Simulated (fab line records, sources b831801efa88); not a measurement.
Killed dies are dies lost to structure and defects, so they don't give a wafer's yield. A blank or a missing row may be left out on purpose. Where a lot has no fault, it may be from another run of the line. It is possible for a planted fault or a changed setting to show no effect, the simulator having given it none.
Which tool is to blame? | flow sky130 | 21 wafers sampled from 7 lots at 1 step of a route of 708

WHAT THE GAUGES READ, wafer by wafer
SKY_METAL1_CD_MEAS_15 targets a cd of 140 nm.
lot  | measured     | on        | cd_nm (nm)
L817 | day 33 21:49 | cd_sem-01 | 137.1 138.2 137.5
L821 | day 35 15:17 | cd_sem-01 | 137.2 136.8 137.8
L823 | day 36 17:56 | cd_sem-02 | 138.3 138.7 139.0
L826 | day 37 07:16 | cd_sem-02 | 140.9 139.7 140.2
L830 | day 38 07:32 | cd_sem-02 | 140.8 140.0 141.0
L832 | day 38 18:01 | cd_sem-01 | 141.5 140.7 140.2
L838 | day 40 09:04 | cd_sem-02 | 141.2 140.7 141.5

WHAT TOOL EACH LOT RAN ON (gives the tool, then ch and the chambers of the sampled wafers, and finally the start)
Before these readings, the record contains no process step.

THE ANSWER, worked out from the rows above alone
Rule: the lots themselves supply what counts as usual. The widest of any qualifying gaps counts: lots, ordered by their means at a reading, are off when they make up no more than a third of the lots, leave a main group of 4 or more, and stand apart from it by 3 or more times the standard deviation of that group's means. A main group is skipped when, at the precision printed for the reading in the tables above, its means are all equal. A lot without any number at a reading at which 4 lots or more have one is off too. The other lots that the step has rows for count as sound.
Across all readings shown, no lot is off: no conclusion can be drawn from this.

WHAT THE SIMULATOR PUT IN
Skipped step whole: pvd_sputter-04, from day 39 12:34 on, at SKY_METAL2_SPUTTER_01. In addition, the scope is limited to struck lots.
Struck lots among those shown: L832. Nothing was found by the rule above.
